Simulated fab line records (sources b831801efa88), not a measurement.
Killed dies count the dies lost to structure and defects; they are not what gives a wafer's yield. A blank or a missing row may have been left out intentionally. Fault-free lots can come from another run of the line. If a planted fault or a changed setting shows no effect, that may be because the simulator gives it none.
Comparing a struck lot with a sound one :: flow sky130 :: 17 steps out of a route of 708
Sound: these wafers, L735.4, L735.5, L735.6. Wafers L748.2, L748.3, L748.6 were the ones struck. Last of all comes the cause.
At each step with rows: each side's tool, then ch and its chambers, then its first start. Under that, the readings that differ: sound wafers :: struck wafers :: difference of the means :: sigmas: that difference in standard deviations of wafers without a fault.
alike: readings whose means differ by less than 2 such deviations, and words and numbers that are the same on both sides. not compared: withheld readings, readings that some wafer has no value for, bounds like >300 that may hide the same value, and numbers for which the record gives no deviation and whose values overlap.
The two part at a step that has a row with sigmas, a row that says differs or no value, or rows on one side only. Numbers that have no deviation but don't overlap get no sigmas and don't part them. Lack of a reading on every wafer of one side parts them only where that side has two or more wafers.

SKY_VIA2_CMP_02: polishes SiO2.
  sound on cmp-01 ch 0,2,3, day 35 11:26; struck on cmp-01 ch 1,2,3, day 39 16:20
  alike: motorCurrentA, slurryFilterDpKPa
SKY_VIA2_BOW_MEAS_03:
  sound on filmMetro-03 at day 35 11:38; struck on filmMetro-03 at day 39 16:33
reading: VIA2_BOW (um)
sound: 83 100 91
struck: 80 78 70
difference: -15
sigmas: -2
then, 8 steps without rows for these wafers: SKY_VIA2_DEHYDRATE_04 (time 60 s); SKY_VIA2_HMDS_05 (prime time 60 s); SKY_VIA2_COAT_06 (resist thk 60 nm); SKY_VIA2_COAT_07 (resist thk 450 nm); SKY_VIA2_SOFTBAKE_08 (time 90 s); SKY_VIA2_EXPOSE_09 (exposes mask VIM2, target cd 200 nm); SKY_VIA2_PEB_10; SKY_VIA2_DEVELOP_11 (develop time 60 s).
SKY_VIA2_CD_MEAS_12 targets a cd of 200 nm.
  sound on cdSem-01 at day 36 14:37; struck on cdSem-02 at day 40 17:05
  alike: cdNm
SKY_VIA2_OVL_MEAS_13:
  sound on overlay-02 at day 36 14:41; struck on overlay-02 at day 40 17:12
  alike: VIA2_OVL
SKY_VIA2_ETCH_14: etches BARC in N2/H2, stops on SiO2, time 45.9 s, target depth 60 nm.
  sound on rieDiel-04 ch 1,2,3, day 36 14:44; struck on rieDiel-04 ch 0,2,3, day 40 17:14
  no value came back on the struck wafers for any of 6 readings (biasW (W), chamberPressureMTorr (mTorr) and others); on the sound wafers biasW (W) reads 99.6 100.2 99.9
reading: model.KrF-thick_of_VIA2_COAT_07.thkNm (nm)
sound: 393.6 394 394.8
struck: 434.9 434.7 434.8
difference: +40.7
sigmas: 
  not compared: rfHoursCounterH
SKY_VIA2_ETCH_15: etches SiO2 in C4F8/O2/Ar, stops on TiN, target depth 546 nm, time 84 s.
  sound on rieDiel-04 ch 1,2,3, day 36 14:47; struck on rieDiel-04 ch 0,2,3, day 40 17:16
reading: oesProductAu (a.u.)
sound: 0.943 0.941 0.940
struck: 0.375 0.374 0.380
difference: -0.565
sigmas: -99 or more

reading: model.KrF-thick_of_VIA2_COAT_07.thkNm (nm)
sound: 281.6 281.4 284.1
struck: 326.9 325.6 327
difference: +44.1
sigmas: 
  alike: biasW, chamberPressureMTorr
  not compared: rfHoursCounterH
SKY_VIA2_STRIP_16: strips in O2/N2.
  sound on plasmaAsher-02 ch 0,1, day 36 14:51; struck on plasmaAsher-02 ch 0,1, day 40 17:20
reading: oesProductAu (a.u.)
sound: 0.397 0.403 0.389
struck: 0.419 0.415 0.411
difference: +0.019
sigmas: +4

reading: stripTimeToEndpointS (s)
sound: 4.026 4.026 4.060
struck: 4.500 4.488 4.503
difference: +0.460
sigmas: +16
  alike: chamberPressureMTorr, drypumpMotorCurrentA
  not compared: rfHoursCounterH
then, 1 step without rows for these wafers: SKY_VIA2_STRIP_17 (strips in post etch residue remover, time 1200 s).
-- the record jumps here: 9 days lie between the struck wafers' starts before and after (it left off in module VIA2 and takes up again in module PAD_OPEN, whose first step shown is number 708 of the route) --
SKY_PAD_OPEN_PROBE_99:
  sound on prober-02 at day 46 03:20; struck on prober-01 at day 49 07:55
reading: defectLimitedYield (%)
sound: 83.1 81.7 81.1
struck: 0 0 0
difference: -82
sigmas: -48

reading: killed_at_M0_to_M3
sound: 38 50 43
struck: 456 437 449
difference: +404
sigmas: +65

reading: killedDies
sound: 83 90 93
struck: 492 492 492
difference: +403
sigmas: +48

reading: killedOnRim
sound: 15 20 13
struck: 96 96 96
difference: +80
sigmas: +20

reading: sort_bin_5_function (%)
sound: 9.6 10.2 13.0
struck: 94.1 92.9 92.9
difference: +82.4
sigmas: +63

reading: sortNPass
sound: 409 402 399
struck: 0 0 0
difference: -403
sigmas: -48

reading: sortYieldPct (%)
sound: 83.1 81.7 81.1
struck: 0 0 0
difference: -82
sigmas: -48
  alike: killed_at_M4_up, killedAtContacts, killedAtFrontEnd, killedAtOther, killedOpen, killedShort, sort_bin_3_pad_short, sort_bin_6_memory

== WHERE THEY PART ==
Earliest at SKY_VIA2_BOW_MEAS_03; latest, in this record, at SKY_PAD_OPEN_PROBE_99.

WHY: what had been put in by the simulator
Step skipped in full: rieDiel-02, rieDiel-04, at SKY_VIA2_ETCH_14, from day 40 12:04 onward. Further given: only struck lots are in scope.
